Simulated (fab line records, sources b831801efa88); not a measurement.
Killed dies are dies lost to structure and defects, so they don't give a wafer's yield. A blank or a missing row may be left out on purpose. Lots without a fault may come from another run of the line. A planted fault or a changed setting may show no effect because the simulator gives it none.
fab line records | flow gf180mcu
record lots=5 wafers=15 last_day=34
route steps=602 shown V1@359 M2@362 V2@382
lots that met no fault: from a run of the same line without faults
start_h: hours from the record's first day to the start of the lot's first wafer shown | wait_h: hours since the lot's step before | " the same as in the row above | L1.1+2: a row that stands for several wafers | - no value, or no start given | * or withheld: withheld | < > ~ a bound
route shown NAME@n: a module of which the file shows steps, and the number in the route of the first | usual: mean/standard deviation of fault-free wafers | same: alike in all rows | chamber/n: place in a boat | sites: the reading at each site | _std_site: their standard deviation | _edge_site: outer sites' mean less inner sites' | radius_mm: how far each site lies from the wafer's centre | mask NAME#n: copy n | behind: the tool/chamber that last shaped the wafer | hold: why the lot was held/for how many hours/how that ended | device: the transistor (n, p or np) that didn't switch | end of line: the same wafers' tests at the end of the route | a step without rows: its recipe alone | killed: dies lost to structure and defects at the first sort, not the wafer's yield | map: a wafer's dies, x killed, . not, _ none there
set.NAME: the setting as run; set.NAME@STEP: as run at that earlier step | model.NAME: the simulator's own value behind a step, which no gauge read
lots at some steps of the route; a table a step, a row a wafer
services: from which hour (start_h, from the record's first day; less than 0 if before it) a tool's chamber was out of use, for how many hours, and why
## steps
# step GF_V1_RS_MEAS_24
# recipe thk_meas_gauge=four-point-probe reads=W_of_V1_CVD_23+TiN_of_V1_SPUTTER_22+Ti_of_V1_SPUTTER_21
# usual V1_W_RS=0.329/0.0042
# columns lot.wafer tool chamber start_h wait_h V1_W_RS[ohm/sq]
L074.1 film_metro-03 - 410.08 0.1 0.329
L074.4 " - " " 0.330
L074.5 " - " " 0.328
L077.1 film_metro-02 - 440.17 0.1 0.325
L077.2 " - " " 0.328
L077.3 " - " " 0.327
L080.1 film_metro-03 - 468.94 0.2 0.326
L080.3 " - " " 0.328
L080.6 " - " " 0.326
L087.1 film_metro-03 - 533.97 0.1 0.331
L087.3 " - " " 0.324
L087.5 " - " " 0.327
L094.1 film_metro-03 - 588.23 0.1 0.332
L094.3 " - " " 0.333
L094.6 " - " " 0.323
# step GF_V1_THK_MEAS_25
# recipe thk_meas_gauge=xrf reads=W_of_V1_CVD_23
# usual V1_W_THK=345/5.2
# columns lot.wafer tool chamber start_h wait_h V1_W_THK[nm]
L074.1 film_metro-03 - 410.20 0.1 349
L074.4 " - " " 347
L074.5 " - " " 351
L077.1 film_metro-02 - 440.29 0.1 353
L077.2 " - " " 348
L077.3 " - " " 348
L080.1 film_metro-03 - 469.06 0.1 352
L080.3 " - " " 347
L080.6 " - " " 350
L087.1 film_metro-03 - 534.09 0.1 340
L087.3 " - " " 348
L087.5 " - " " 345
L094.1 film_metro-03 - 588.35 0.1 343
L094.3 " - " " 343
L094.6 " - " " 352
# step GF_V1_CMP_26
# recipe stop_on=SiO2 down_force_psi=3.5 platen_rpm=60 t_overpolish_s=15 target_thk_nm=0 pad_velocity_m_s=0.94248
# usual motor_current_A=11.4/0.85 overpolish_run_s=15.000/0.0099 platen_rpm=60.00/0.035 time_to_endpoint_s=83/4.2
# columns lot.wafer tool chamber start_h wait_h motor_current_A overpolish_run_s platen_rpm time_to_endpoint_s
L074.1 cmp-02 0 410.26 0.1 11.7 15.003 59.98 86
L074.4 " 1 " " 11.0 14.987 59.97 81
L074.5 " 0 " " 11.1 14.999 60.01 88
L077.2 cmp-01 1 440.44 0.1 10.9 14.991 60.00 90
L077.3 " 2 " " 11.8 14.987 59.99 87
L077.1 " 0 " " 12.9 14.997 60.05 82
L080.3 cmp-01 3 469.17 0.1 10.4 14.989 60.05 90
L080.1 " 0 " " 12.8 14.993 59.95 83
L080.6 " 2 " " 12.8 15.005 60.00 86
L087.1 cmp-02 2 534.20 0.1 10.8 15.001 59.99 74
L087.3 " 3 " " 11.6 15.001 60.04 86
L087.5 " 1 " " 10.3 14.985 59.97 84
L094.3 cmp-01 1 588.43 0.1 11.5 15.010 59.99 81
L094.1 " 2 " " 11.6 14.990 60.07 83
L094.6 " 1 " " 10.4 15.000 59.96 83
# step GF_M2_SPUTTER_00
# recipe material=Ti target_thk_nm=37.5 arriving_ion_energy_ev=80 substrate_temp_c=200 chamber_pressure_pa=2 power_w=4000 time_s=150
# usual cathode_dc_power_W=4000.0/0.74 throttle_valve_pct=30.5/1
# columns lot.wafer tool chamber start_h wait_h cathode_dc_power_W throttle_valve_pct
L074.1 pvd_sputter-03 - 410.56 0.2 3999.8 30.4
L074.4 " - " " 3999.6 29.4
L074.5 " - " " 4000.5 29.3
L077.1 pvd_sputter-01 - 440.76 0.1 4000.1 30.7
L077.2 " - " " 3999.9 30.4
L077.3 " - " " 3999.8 31.2
L080.1 pvd_sputter-02 - 469.44 0.2 3999.4 29.9
L080.3 " - " " 4000.3 32.5
L080.6 " - " " 3999.1 29.9
L087.1 pvd_sputter-02 - 534.45 0.2 3999.6 30.7
L087.3 " - " " 3999.3 29.9
L087.5 " - " " 4000.0 32.7
L094.1 pvd_sputter-02 - 588.73 0.2 3999.4 29.8
L094.3 " - " " 3998.9 29.6
L094.6 " - " " 4000.2 32.4
# step GF_M2_SPUTTER_01
# recipe material=TiN target_thk_nm=30 power_w=6500 time_s=25 chamber_pressure_pa=0.4
# usual cathode_dc_power_W=6499.9/1.1 throttle_valve_pct=30.5/0.99
# columns lot.wafer tool chamber start_h wait_h cathode_dc_power_W throttle_valve_pct
L074.1 pvd_sputter-03 - 410.66 0.1 6501.2 30.4
L074.4 " - " " 6499.7 29.1
L074.5 " - " " 6500.7 29.4
L077.1 pvd_sputter-01 - 440.86 0.1 6498.9 30.8
L077.2 " - " " 6499.7 30.5
L077.3 " - " " 6498.4 31.1
L080.1 pvd_sputter-02 - 469.54 0.1 6502.2 30.0
L080.3 " - " " 6498.8 32.6
L080.6 " - " " 6501.0 29.8
L087.1 pvd_sputter-02 - 534.55 0.1 6499.2 30.5
L087.3 " - " " 6499.6 30.0
L087.5 " - " " 6500.6 32.5
L094.1 pvd_sputter-02 - 588.83 0.1 6500.8 29.9
L094.3 " - " " 6500.5 29.5
L094.6 " - " " 6500.1 32.7
# step GF_M2_SPUTTER_02
# recipe material=AlCu target_thk_nm=450 power_w=10600 time_s=23.9 chamber_pressure_pa=0.4
# usual cathode_dc_power_W=10600/2 throttle_valve_pct=30.5/1
# columns lot.wafer tool chamber start_h wait_h cathode_dc_power_W throttle_valve_pct
L074.1 pvd_sputter-03 - 410.69 0.0 10597 30.4
L074.4 " - " " 10597 29.2
L074.5 " - " " 10600 29.4
L077.1 pvd_sputter-01 - 440.89 0.0 10599 30.9
L077.2 " - " " 10598 30.6
L077.3 " - " " 10602 30.4
L080.1 pvd_sputter-02 - 469.57 0.0 10601 29.9
L080.3 " - " " 10600 32.4
L080.6 " - " " 10600 30.1
L087.1 pvd_sputter-02 - 534.58 0.0 10599 30.6
L087.3 " - " " 10600 29.7
L087.5 " - " " 10598 32.4
L094.1 pvd_sputter-02 - 588.86 0.0 10599 29.9
L094.3 " - " " 10596 29.7
L094.6 " - " " 10599 32.7
# step GF_M2_SPUTTER_03
# recipe material=Ti target_thk_nm=10 substrate_temp_c=300 chamber_pressure_pa=0.3 power_w=3000 time_s=6.7
# usual cathode_dc_power_W=3000.1/0.53 throttle_valve_pct=30.5/0.99
# columns lot.wafer tool chamber start_h wait_h cathode_dc_power_W throttle_valve_pct
L074.1 pvd_sputter-03 - 410.72 0.0 2999.8 30.1
L074.4 " - " " 2999.7 29.2
L074.5 " - " " 2999.4 29.1
L077.1 pvd_sputter-01 - 440.92 0.0 2999.6 30.7
L077.2 " - " " 3000.1 30.3
L077.3 " - " " 3000.2 30.9
L080.1 pvd_sputter-02 - 469.60 0.0 3000.1 30.3
L080.3 " - " " 2999.5 32.4
L080.6 " - " " 3000.2 30.0
L087.1 pvd_sputter-02 - 534.61 0.0 2999.7 30.4
L087.3 " - " " 3000.0 29.9
L087.5 " - " " 3000.1 32.5
L094.1 pvd_sputter-02 - 588.89 0.0 3000.1 30.0
L094.3 " - " " 2998.8 29.7
L094.6 " - " " 3000.1 32.5
# step GF_M2_SPUTTER_04
# recipe material=TiN target_thk_nm=50 power_w=6500 time_s=41.7 chamber_pressure_pa=0.4
# usual cathode_dc_power_W=6500.1/1.2 throttle_valve_pct=30.5/1
# columns lot.wafer tool chamber start_h wait_h cathode_dc_power_W throttle_valve_pct
L074.1 pvd_sputter-03 - 410.74 0.0 6500.8 30.7
L074.4 " - " " 6499.9 29.1
L074.5 " - " " 6500.1 29.3
L077.1 pvd_sputter-01 - 440.94 0.0 6502.9 30.9
L077.2 " - " " 6501.1 30.4
L077.3 " - " " 6498.6 30.8
L080.1 pvd_sputter-02 - 469.62 0.0 6499.8 29.6
L080.3 " - " " 6499.4 32.4
L080.6 " - " " 6500.1 29.7
L087.1 pvd_sputter-02 - 534.64 0.0 6498.6 30.5
L087.3 " - " " 6501.5 29.8
L087.5 " - " " 6499.7 32.8
L094.1 pvd_sputter-02 - 588.91 0.0 6499.3 29.8
L094.3 " - " " 6499.2 29.8
L094.6 " - " " 6502.6 32.4
# step GF_M2_RS_MEAS_05
# recipe thk_meas_gauge=four-point-probe reads=TiN_of_M2_SPUTTER_04+Ti_of_M2_SPUTTER_03+AlCu_of_M2_SPUTTER_02+TiN_of_M2_SPUTTER_01+Ti_of_M2_SPUTTER_00
# usual M2_ALCU_RS=0.0697/0.00075
# columns lot.wafer tool chamber start_h wait_h M2_ALCU_RS[ohm/sq]
L074.1 film_metro-03 - 410.78 0.0 0.0706
L074.4 " - " " 0.0695
L074.5 " - " " 0.0697
L077.1 film_metro-04 - 440.98 0.0 0.0687
L077.2 " - " " 0.0692
L077.3 " - " " 0.0692
L080.1 film_metro-03 - 469.66 0.0 0.0687
L080.3 " - " " 0.0691
L080.6 " - " " 0.0697
L087.1 film_metro-03 - 534.68 0.0 0.0712
L087.3 " - " " 0.0698
L087.5 " - " " 0.0696
L094.1 film_metro-04 - 588.95 0.0 0.0687
L094.3 " - " " 0.0691
L094.6 " - " " 0.0688
# step GF_M2_THK_MEAS_06
# recipe thk_meas_gauge=xrf reads=AlCu_of_M2_SPUTTER_02
# usual M2_ALCU_THK=443/5.5
# columns lot.wafer tool chamber start_h wait_h M2_ALCU_THK[nm]
L074.1 film_metro-03 - 410.90 0.1 437
L074.4 " - " " 444
L074.5 " - " " 443
L077.1 film_metro-04 - 441.10 0.1 443
L077.2 " - " " 446
L077.3 " - " " 441
L080.1 film_metro-03 - 469.78 0.1 449
L080.3 " - " " 448
L080.6 " - " " 441
L087.1 film_metro-03 - 534.80 0.1 438
L087.3 " - " " 445
L087.5 " - " " 446
L094.1 film_metro-04 - 589.07 0.1 446
L094.3 " - " " 447
L094.6 " - " " 445
# step GF_M2_DEHYDRATE_07
# recipe temp_c=200 time_s=60
# columns lot.wafer tool chamber start_h wait_h
L074.1+4+5 litho_track-03 0 422.02 11.1
L077.1+2+3 litho_track-03 0 452.47 11.4
L080.1+3+6 litho_track-03 0 480.96 11.2
L087.1+3+5 litho_track-02 0 545.24 10.4
L094.1+3+6 litho_track-03 0 599.26 10.2
# step GF_M2_HMDS_08
# recipe prime_time_s=60 prime_temp_c=120
# columns lot.wafer tool chamber start_h wait_h
L074.1+4+5 litho_track-03 0 422.17 0.1
L077.1+2+3 litho_track-03 0 452.62 0.1
L080.1+3+6 litho_track-03 0 481.11 0.1
L087.1+3+5 litho_track-02 0 545.39 0.1
L094.1+3+6 litho_track-03 0 599.41 0.1
# step GF_M2_COAT_09
# recipe resist=KrF spin_rpm=withheld resist_thk_nm=1000
# columns lot.wafer tool chamber start_h wait_h
L074.1+4+5 litho_track-03 0 422.32 0.1
L077.1+2+3 litho_track-03 0 452.77 0.1
L080.1+3+6 litho_track-03 0 481.26 0.1
L087.1+3+5 litho_track-02 0 545.54 0.1
L094.1+3+6 litho_track-03 0 599.56 0.1
# step GF_M2_SOFTBAKE_10
# recipe temp_c=130 time_s=60 resist=KrF
# columns lot.wafer tool chamber start_h wait_h
L074.1+4+5 litho_track-03 0 422.47 0.1
L077.1+2+3 litho_track-03 0 452.92 0.1
L080.1+3+6 litho_track-03 0 481.41 0.1
L087.1+3+5 litho_track-02 0 545.69 0.1
L094.1+3+6 litho_track-03 0 599.71 0.1
# step GF_M2_EXPOSE_11
# recipe mask_id=Metal2 target_cd_nm=280 na=0.68 source_shape=conventional sigma_outer=0.6 dose_mj=28
# columns lot.wafer tool chamber start_h wait_h mask
L074.1+4+5 krf_scanner-01 0 - - Metal2#0
L077.1+2+3 krf_scanner-01 0 - - Metal2#0
L080.1+3+6 krf_scanner-01 0 - - Metal2#0
L087.1+3+5 krf_scanner-01 0 - - Metal2#0
L094.1+3+6 krf_scanner-01 0 - - Metal2#0
# step GF_M2_PEB_12
# recipe peb_temp_c=135 peb_time_s=90 resist=KrF
# columns lot.wafer tool chamber start_h wait_h
L074.1+4+5 litho_track-02 0 - -
L077.1+2+3 litho_track-03 0 - -
L080.1+3+6 litho_track-03 0 - -
L087.1+3+5 litho_track-03 0 - -
L094.1+3+6 litho_track-04 0 - -
# step GF_M2_DEVELOP_13
# recipe develop_time_s=60 dev_temp_c=21
# columns lot.wafer tool chamber start_h wait_h
L074.1+4+5 litho_track-02 0 434.79 0.2
L077.1+2+3 litho_track-03 0 464.81 0.2
L080.1+3+6 litho_track-03 0 497.61 0.2
L087.1+3+5 litho_track-03 0 557.16 0.2
L094.1+3+6 litho_track-04 0 609.89 0.2
# step GF_M2_CD_MEAS_14
# recipe target_cd_nm=280
# usual cd_nm=280.0/1.2
# columns lot.wafer tool chamber start_h wait_h cd_nm
L074.1 cd_sem-01 - 434.94 0.1 278.7
L074.4 " - " " 279.6
L074.5 " - " " 278.7
L077.1 cd_sem-02 - 464.96 0.1 282.8
L077.2 " - " " 282.6
L077.3 " - " " 283.6
L080.1 cd_sem-02 - 497.76 0.1 279.0
L080.3 " - " " 279.9
L080.6 " - " " 279.0
L087.1 cd_sem-01 - 557.31 0.1 279.9
L087.3 " - " " 278.6
L087.5 " - " " 280.3
L094.1 cd_sem-02 - 610.04 0.1 281.0
L094.3 " - " " 280.2
L094.6 " - " " 281.1
# step GF_M2_OVL_MEAS_15
# usual M2_OVL=4/5.8
# columns lot.wafer tool chamber start_h wait_h M2_OVL[nm]
L074.1 overlay-01 - 435.06 0.1 5
L074.4 " - " " 2
L074.5 " - " " 4
L077.1 overlay-02 - 465.08 0.1 9
L077.2 " - " " 1
L077.3 " - " " 6
L080.1 overlay-01 - 497.88 0.1 3
L080.3 " - " " 18
L080.6 " - " " 4
L087.1 overlay-02 - 557.43 0.1 12
L087.3 " - " " 7
L087.5 " - " " 17
L094.1 overlay-02 - 610.16 0.1 -4
L094.3 " - " " 3
L094.6 " - " " -4
# step GF_M2_METAL_ETCH_16
# recipe chemistry=Cl2/BCl3 mask_material=KrF target_depth_nm=750.8 stop_on=SiO2 pressure_mtorr=8 icp_w=800 bias_w=140 Cl2_flow_sccm=80 bcl3_flow_sccm=40 time_s=125.1
# usual drypump_motor_current_A=6.0/0.38 oes_product_au=0.987/0.0073 throttle_valve_pct=28.231/0.01
# columns lot.wafer tool chamber start_h wait_h drypump_motor_current_A oes_product_au rf_hours_counter_h throttle_valve_pct
L074.1 rie_metal-03 1 435.09 0.0 6.0 0.987 8 28.229
L074.4 " 1 " " 5.9 0.979 - 28.241
L074.5 " 1 " " 5.9 0.981 - 28.224
L077.1 rie_metal-02 0 465.12 0.0 6.0 0.976 4 28.240
L077.2 " 1 " " 6.2 0.987 12 28.237
L077.3 " 0 " " 6.0 0.981 - 28.235
L080.1 rie_metal-01 0 497.92 0.0 6.2 0.998 10 28.235
L080.3 " 0 " " 6.2 0.996 - 28.233
L080.6 " 0 " " 6.2 0.986 - 28.231
L087.1 rie_metal-01 0 557.47 0.0 6.2 0.998 12 28.234
L087.3 " 0 " " 6.2 0.994 - 28.220
L087.5 " 0 " " 6.1 0.996 - 28.224
L094.1 rie_metal-02 0 610.20 0.0 6.0 0.982 10 28.233
L094.3 " 0 " " 6.0 0.993 - 28.231
L094.6 " 1 " " 6.2 0.990 - 28.237
# step GF_M2_STRIP_17
# recipe chemistry=O2/N2 power_w=1400 pressure_mtorr=1500 platen_temp_c=250 o2_flow_sccm=3000 n2_flow_sccm=300 overash_fraction=0.5
# usual drypump_motor_current_A=5.4/0.39 heater_power_w=339/38 o2_flow_sccm=3001/10 oes_product_au=0.538/0.0046 platen_temp_c=249.98/0.19 strip_time_to_endpoint_s=7.40/0.061
# columns lot.wafer tool chamber start_h wait_h drypump_motor_current_A heater_power_w o2_flow_sccm oes_product_au platen_temp_c rf_hours_counter_h strip_time_to_endpoint_s
L074.1 plasma_asher-01 0 435.22 0.1 5.6 348 3002 0.536 250.22 0 7.43
L074.4 " 0 " " 5.6 350 3010 0.544 250.14 - 7.49
L074.5 " 1 " " 4.9 336 3007 0.538 250.19 - 7.45
L077.1 plasma_asher-03 0 465.25 0.1 5.4 294 3015 0.551 250.08 75 7.44
L077.2 " 1 " " 6.0 335 2999 0.543 249.66 75 7.38
L077.3 " 0 " " 5.4 300 3003 0.542 250.10 - 7.48
L080.1 plasma_asher-03 1 498.05 0.1 6.0 339 3003 0.530 249.93 78 7.29
L080.3 " 0 " " 5.3 295 2997 0.539 250.07 - 7.27
L080.6 " 0 " " 5.4 294 2996 0.532 249.91 - 7.25
L087.1 plasma_asher-01 0 557.73 0.2 5.6 354 2982 0.533 250.16 9 7.33
L087.3 " 1 " " 4.9 336 2992 0.531 250.10 - 7.29
L087.5 " 1 " " 4.9 333 2992 0.543 249.73 - 7.30
L094.1 plasma_asher-03 0 610.33 0.1 5.4 295 3012 0.529 250.02 92 7.40
L094.3 " 0 " " 5.4 297 2996 0.536 249.88 - 7.42
L094.6 " 0 " " 5.4 292 2991 0.543 249.90 - 7.44
# step GF_M2_STRIP_18
# recipe chemistry=post_etch_residue_remover time_s=1200 temp_c=72.5
# columns lot.wafer tool chamber start_h wait_h
L074.1+4+5 wet_bench-02 2 435.32 0.1
L077.1+2+3 wet_bench-01 0 465.35 0.1
L080.1+3+6 wet_bench-03 2 498.15 0.1
L087.1+3+5 wet_bench-03 3 557.83 0.1
L094.1+3+6 wet_bench-01 2 610.43 0.1
# step GF_M2_CLEAN_19
# recipe chemistry=DIW dry=n2_spin
# columns lot.wafer tool chamber start_h wait_h
L074.1+4+5 wet_bench-03 2 435.66 0.0
L077.1+2+3 wet_bench-02 3 465.72 0.0
L080.1+3+6 wet_bench-02 0 498.49 0.0
L087.1+3+5 wet_bench-02 2 558.20 0.0
L094.1+3+6 wet_bench-02 3 611.11 0.0
# step GF_V2_CVD_00
# recipe material=SiO2 target_thk_nm=600 sigma_open_frac=0.3 temp_c=400 time_s=100 sih4_flow_sccm=60 pressure_mtorr=6
# columns lot.wafer tool chamber start_h wait_h
L074.1+4+5 hdpcvd-02 1,2,1 435.76 0.0
L077.1+2+3 hdpcvd-01 0,2,1 465.81 0.0
L080.1+3+6 hdpcvd-01 2,0,0 498.58 0.0
L087.1+3+5 hdpcvd-02 1,0,1 558.29 0.0
L094.1+3+6 hdpcvd-02 0,1,1 611.20 0.0
# step GF_V2_THK_MEAS_01
# recipe reads=SiO2_of_V2_CVD_00
# usual V2_CVD_00_THK=601/8.7
# columns lot.wafer tool chamber start_h wait_h V2_CVD_00_THK[nm]
L074.1 film_metro-04 - 435.83 0.0 589
L074.4 " - " " 604
L074.5 " - " " 595
L077.1 film_metro-04 - 465.89 0.0 590
L077.2 " - " " 598
L077.3 " - " " 594
L080.1 film_metro-01 - 498.66 0.0 602
L080.3 " - " " 593
L080.6 " - " " 589
L087.1 film_metro-01 - 558.36 0.0 595
L087.3 " - " " 607
L087.5 " - " " 600
L094.1 film_metro-01 - 611.27 0.0 609
L094.3 " - " " 600
L094.6 " - " " 604
# step GF_V2_CVD_02
# recipe material=SiO2 target_thk_nm=850 precursor=TEOS temp_c=400 time_s=94.851 rf_w=600
# usual heater_power_w=649/100
# columns lot.wafer tool chamber start_h wait_h heater_power_w since_wet_clean_h
L074.1 pecvd-03 1 435.89 0.1 724 53
L074.4 " 0 " " 419 -
L074.5 " 1 " " 789 -
L077.1 pecvd-03 0 465.95 0.1 489 83
L077.2 " 1 " " 665 83
L077.3 " 2 " " 586 83
L080.1 pecvd-02 1 498.72 0.1 730 324
L080.3 " 2 " " 627 324
L080.6 " 2 " " 478 -
L087.1 pecvd-04 0 558.42 0.1 555 592
L087.3 " 1 " " 768 592
L087.5 " 1 " " 801 -
L094.1 pecvd-03 0 611.33 0.1 488 228
L094.3 " 2 " " 642 228
L094.6 " 2 " " 684 -
# step GF_V2_THK_MEAS_03
# recipe reads=SiO2_of_V2_CVD_02
# usual V2_CVD_02_THK=848/11
# columns lot.wafer tool chamber start_h wait_h V2_CVD_02_THK[nm]
L074.1 film_metro-01 - 435.96 0.0 853
L074.4 " - " " 860
L074.5 " - " " 857
L077.1 film_metro-01 - 466.02 0.0 850
L077.2 " - " " 836
L077.3 " - " " 843
L080.1 film_metro-04 - 498.78 0.0 841
L080.3 " - " " 845
L080.6 " - " " 860
L087.1 film_metro-04 - 558.49 0.0 841
L087.3 " - " " 835
L087.5 " - " " 856
L094.1 film_metro-02 - 611.40 0.0 863
L094.3 " - " " 829
L094.6 " - " " 855
# step GF_V2_CMP_04
# recipe material=SiO2 down_force_psi=4 platen_rpm=60 pad_velocity_m_s=0.94248
# usual motor_current_A=12.5/1.1 platen_rpm=60.00/0.036 time_to_endpoint_s=77/5.2
# columns lot.wafer tool chamber start_h wait_h motor_current_A platen_rpm time_to_endpoint_s
L074.1 cmp-02 3 436.12 0.1 13.0 59.94 81
L074.4 " 0 " " 12.4 60.04 86
L074.5 " 2 " " 12.2 60.03 78
L077.2 cmp-02 2 466.13 0.1 12.3 60.00 69
L077.1 " 3 " " 12.2 59.98 81
L077.3 " 0 " " 13.2 60.03 83
L080.1 cmp-01 3 498.89 0.1 12.0 59.99 73
L080.3 " 0 " " 14.1 60.05 66
L080.6 " 3 " " 11.3 60.01 80
L087.1 cmp-01 1 558.65 0.1 11.6 60.03 74
L087.3 " 2 " " 13.3 60.03 77
L087.5 " 0 " " 14.2 59.95 78
L094.3 cmp-02 1 611.46 0.0 11.2 60.02 68
L094.1 " 0 " " 12.4 59.97 86
L094.6 " 1 " " 12.3 60.01 76
# step GF_V2_BOW_MEAS_05
# recipe mode=bow
# usual V2_BOW=101/8
# columns lot.wafer tool chamber start_h wait_h V2_BOW[um]
L074.1 film_metro-04 - 436.32 0.1 97
L074.4 " - " " 89
L074.5 " - " " 98
L077.1 film_metro-02 - 466.38 0.1 106
L077.2 " - " " 119
L077.3 " - " " 101
L080.1 film_metro-04 - 499.14 0.2 104
L080.3 " - " " 117
L080.6 " - " " 107
L087.1 film_metro-02 - 558.85 0.1 88
L087.3 " - " " 94
L087.5 " - " " 103
L094.1 film_metro-01 - 611.76 0.1 104
L094.3 " - " " 88
L094.6 " - " " 97
# step GF_V2_DEHYDRATE_06
# recipe temp_c=200 time_s=60
# columns lot.wafer tool chamber start_h wait_h
L074.1+4+5 litho_track-01 0 448.00 11.7
L077.1+2+3 litho_track-04 0 477.94 11.5
L080.1+3+6 litho_track-01 0 510.30 11.1
L087.1+3+5 litho_track-04 0 568.99 10.1
L094.1+3+6 litho_track-04 0 621.44 9.7
# step GF_V2_HMDS_07
# recipe prime_time_s=60 prime_temp_c=120
# columns lot.wafer tool chamber start_h wait_h
L074.1+4+5 litho_track-01 0 448.15 0.1
L077.1+2+3 litho_track-04 0 478.09 0.1
L080.1+3+6 litho_track-01 0 510.45 0.1
L087.1+3+5 litho_track-04 0 569.14 0.1
L094.1+3+6 litho_track-04 0 621.59 0.1
# step GF_V2_COAT_08
# recipe resist=BARC temp_c=withheld time_s=withheld spin_rpm=withheld resist_thk_nm=withheld
# columns lot.wafer tool chamber start_h wait_h
L074.1+4+5 litho_track-01 0 448.30 0.1
L077.1+2+3 litho_track-04 0 478.24 0.1
L080.1+3+6 litho_track-01 0 510.60 0.1
L087.1+3+5 litho_track-04 0 569.29 0.1
L094.1+3+6 litho_track-04 0 621.74 0.1
# step GF_V2_COAT_09
# recipe resist=KrF spin_rpm=withheld resist_thk_nm=1000
# columns lot.wafer tool chamber start_h wait_h
L074.1+4+5 litho_track-01 0 - -
L077.1+2+3 litho_track-04 0 - -
L080.1+3+6 litho_track-01 0 - -
L087.1+3+5 litho_track-04 0 - -
L094.1+3+6 litho_track-04 0 - -
# step GF_V2_SOFTBAKE_10
# recipe temp_c=130 time_s=60 resist=KrF
# columns lot.wafer tool chamber start_h wait_h
L074.1+4+5 litho_track-01 0 - -
L077.1+2+3 litho_track-04 0 - -
L080.1+3+6 litho_track-01 0 - -
L087.1+3+5 litho_track-04 0 - -
L094.1+3+6 litho_track-04 0 - -
# step GF_V2_EXPOSE_11
# recipe mask_id=Via2 target_cd_nm=260 na=0.68 source_shape=conventional sigma_outer=0.6 dose_mj=38
# columns lot.wafer tool chamber start_h wait_h mask
L074.1+4+5 krf_scanner-02 0 - - Via2#0
L077.1+2+3 krf_scanner-02 0 - - Via2#0
L080.1+3+6 krf_scanner-01 0 - - Via2#0
L087.1+3+5 krf_scanner-02 0 - - Via2#0
L094.1+3+6 krf_scanner-02 0 - - Via2#0
# step GF_V2_PEB_12
# recipe peb_temp_c=135 peb_time_s=90 resist=KrF
# columns lot.wafer tool chamber start_h wait_h
L074.1+4+5 litho_track-03 0 - -
L077.1+2+3 litho_track-04 0 - -
L080.1+3+6 litho_track-01 0 - -
L087.1+3+5 litho_track-04 0 - -
L094.1+3+6 litho_track-03 0 - -
# step GF_V2_DEVELOP_13
# recipe develop_time_s=60 resist=KrF dev_temp_c=21
# columns lot.wafer tool chamber start_h wait_h
L074.1+4+5 litho_track-03 0 460.46 0.2
L077.1+2+3 litho_track-04 0 490.19 0.2
L080.1+3+6 litho_track-01 0 521.95 0.2
L087.1+3+5 litho_track-04 0 580.89 0.2
L094.1+3+6 litho_track-03 0 632.06 0.2
# step GF_V2_CD_MEAS_14
# recipe target_cd_nm=260
# usual cd_nm=259.9/1.3
# columns lot.wafer tool chamber start_h wait_h cd_nm
L074.1 cd_sem-01 - 460.61 0.1 260.1
L074.4 " - " " 260.1
L074.5 " - " " 259.2
L077.1 cd_sem-01 - 490.34 0.1 258.9
L077.2 " - " " 258.4
L077.3 " - " " 261.2
L080.1 cd_sem-01 - 522.10 0.1 259.6
L080.3 " - " " 259.3
L080.6 " - " " 259.9
L087.1 cd_sem-02 - 581.04 0.1 259.6
L087.3 " - " " 260.1
L087.5 " - " " 259.0
L094.1 cd_sem-02 - 632.21 0.1 260.8
L094.3 " - " " 259.3
L094.6 " - " " 260.2
# step GF_V2_OVL_MEAS_15
# usual V2_OVL=-1/4.9
# columns lot.wafer tool chamber start_h wait_h V2_OVL[nm]
L074.1 overlay-02 - 460.73 0.1 8
L074.4 " - " " 0
L074.5 " - " " 7
L077.1 overlay-02 - 490.46 0.1 -1
L077.2 " - " " -4
L077.3 " - " " -6
L080.1 overlay-02 - 522.22 0.1 2
L080.3 " - " " 0
L080.6 " - " " -8
L087.1 overlay-02 - 581.16 0.1 3
L087.3 " - " " 3
L087.5 " - " " 5
L094.1 overlay-02 - 632.33 0.1 -10
L094.3 " - " " -8
L094.6 " - " " -6
# step GF_V2_ETCH_16
# recipe chemistry=N2/H2 target_depth_a=withheld overetch_a=withheld time_s=withheld target=BARC ion_energy_ev=200 source_w=500 bias_w=100 pressure_mtorr=30 n2_flow_sccm=100 h2_flow_sccm=200
# usual drypump_motor_current_A=5.6/0.41 oes_product_au=0.856/0.0051 throttle_valve_pct=13.225/0.0098
# columns lot.wafer tool chamber start_h wait_h drypump_motor_current_A oes_product_au throttle_valve_pct
L074.1 rie_diel-02 2 460.77 0.0 6.1 0.857 13.232
L074.4 " 0 " " 6.2 0.855 13.228
L074.5 " 1 " " 5.5 0.860 13.233
L077.1 rie_diel-01 2 490.50 0.0 5.8 0.852 13.234
L077.2 " 0 " " 5.8 0.852 13.211
L077.3 " 1 " " 6.1 0.852 13.235
L080.1 rie_diel-02 2 522.25 0.0 6.1 0.857 13.222
L080.3 " 3 " " 5.4 0.855 13.218
L080.6 " 1 " " 5.5 0.861 13.226
L087.1 rie_diel-01 0 581.20 0.0 5.8 0.857 13.218
L087.3 " 3 " " 4.8 0.847 13.242
L087.5 " 2 " " 5.8 0.863 13.230
L094.1 rie_diel-03 3 632.37 0.0 5.3 0.856 13.224
L094.3 " 0 " " 5.2 0.854 13.231
L094.6 " 1 " " 5.2 0.857 13.232
## services
# columns tool chamber start_h hours kind
cmp-01 - 389.12 0.8 repair
krf_scanner-01 - 398.81 0.8 pm
cmp-01 - 404.09 4.0 pm
krf_scanner-01 - 412.78 0.5 repair
krf_scanner-01 - 421.69 0.7 repair
krf_scanner-01 - 449.02 1.0 pm
krf_scanner-01 - 454.19 7.2 pm
pvd_sputter-03 - 456.52 110.0 repair
cmp-01 - 465.69 1.8 repair
cmp-02 - 467.87 0.6 repair
krf_scanner-01 - 478.64 1.3 pm
cmp-02 - 485.82 1.8 repair
cmp-02 - 497.39 5.5 pm
cmp-02 - 507.94 0.3 repair
pvd_sputter-01 - 530.86 3.7 repair
cmp-01 - 533.07 3.1 repair
cmp-01 - 542.79 6.9 pm
cmp-01 - 554.68 2.5 repair
krf_scanner-01 - 559.35 0.8 pm
cmp-02 - 572.04 4.0 pm
cmp-01 - 584.73 0.4 repair
pvd_sputter-02 - 592.74 2.0 repair
cmp-02 - 603.09 0.8 repair
krf_scanner-01 - 618.02 1.0 pm
## key
fault none
